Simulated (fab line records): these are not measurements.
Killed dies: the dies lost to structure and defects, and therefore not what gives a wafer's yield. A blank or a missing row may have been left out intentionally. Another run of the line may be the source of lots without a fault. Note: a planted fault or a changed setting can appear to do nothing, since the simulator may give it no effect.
A lot that was struck, set against a sound lot    flow sky130    15 out of 708 route steps
Sound: the wafers L803.3, L803.4, L803.5. The struck wafers were L810.1, L810.2, L810.3. Last of all comes the cause.
At each step with rows: each side's tool, then ch and its chambers, then its first start. Under that, the readings that differ: sound wafers    struck wafers    difference of the means    sigmas: that difference in standard deviations of wafers without a fault.
alike: a reading whose means differ by less than 2 such deviations, as well as words and numbers matching on both sides. not compared: withheld readings; readings where some wafer has no value; bounds like >300 that might hide an equal value; numbers whose values overlap and for which the record gives no deviation.
The two part at a step that has a row with sigmas, a row that says differs or no value, or rows on one side only. Numbers that don't overlap but have no deviation are shown without sigmas and don't part them. Lack of a reading on every wafer of one side parts them only where that side has two or more wafers.

SKY_CONTACT_THK_MEAS_01:
  sound: film metro-04 at day 33 14:14; struck: film metro-03 at day 35 16:53
  alike: CONTACT_CVD_00_THK
then, 1 step without rows for these wafers: SKY_CONTACT_HDPCVD_02 (deposits SiO2, target thk 565 nm, time 94.2 s).
SKY_CONTACT_THK_MEAS_03:
  sound: film metro-02 at day 33 14:22; struck: film metro-03 at day 35 17:01
  alike: CONTACT_HDPCVD_THK
SKY_CONTACT_CMP_04: polishes SiO2.
  sound on cmp-01 ch 0,2, day 33 14:27; struck on cmp-01 ch 0,1,2, day 35 17:04
  alike: motor current A, retaining ring pressure frac, time to endpoint s
SKY_CONTACT_BOW_MEAS_05:
  sound: film metro-04 at day 33 14:44; struck: film metro-02 at day 35 17:22
  alike: CONTACT_BOW
then, 7 steps without rows for these wafers: SKY_CONTACT_DEHYDRATE_06 (time 60 s); SKY_CONTACT_HMDS_07 (prime time 60 s); SKY_CONTACT_COAT_08 (resist thk 60 nm); SKY_CONTACT_COAT_09 (resist thk 450 nm); SKY_CONTACT_SOFTBAKE_10 (time 90 s); SKY_CONTACT_EXPOSE_11 (exposes mask CTM1, target cd 170 nm); SKY_CONTACT_PEB_12.
SKY_CONTACT_DEVELOP_13: develop time 57.99 s.
  sound on litho track-01 ch 0, day 34 16:00; struck on litho track-01 ch 0, day 36 18:00
reading               sound              struck             difference  sigmas
developer temp C (C)  20.96 20.86 20.91  21.60 21.62 21.60  +0.70       +6
SKY_CONTACT_CD_MEAS_14 targets a cd of 170 nm.
  sound: cd sem-01 at day 34 16:59; struck: cd sem-02 at day 36 19:08
  alike: cd nm
-- the record jumps here: 13 days lie between the struck wafers' starts before and after (it left off in module CONTACT and takes up again in module PAD_OPEN, whose first step shown is number 708 of the route) --
SKY_PAD_OPEN_PROBE_99:
  sound: prober-02 at day 48 04:10; struck: prober-01 at day 49 18:34
reading          sound  struck  difference  sigmas
killed_at_M4_up  4 6 6  1 0 2   -4          -2
  alike: killed_at_M0_to_M3, killed at contacts, killed at front end, killed at other, killed dies, killed open, killed short

WHERE THEY PART
Last at SKY_PAD_OPEN_PROBE_99 as far as this record goes, first at SKY_CONTACT_DEVELOP_13.

WHY: the cause the simulator had injected
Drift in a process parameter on litho track-01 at SKY_CONTACT_DEVELOP_13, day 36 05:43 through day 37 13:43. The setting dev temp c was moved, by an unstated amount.
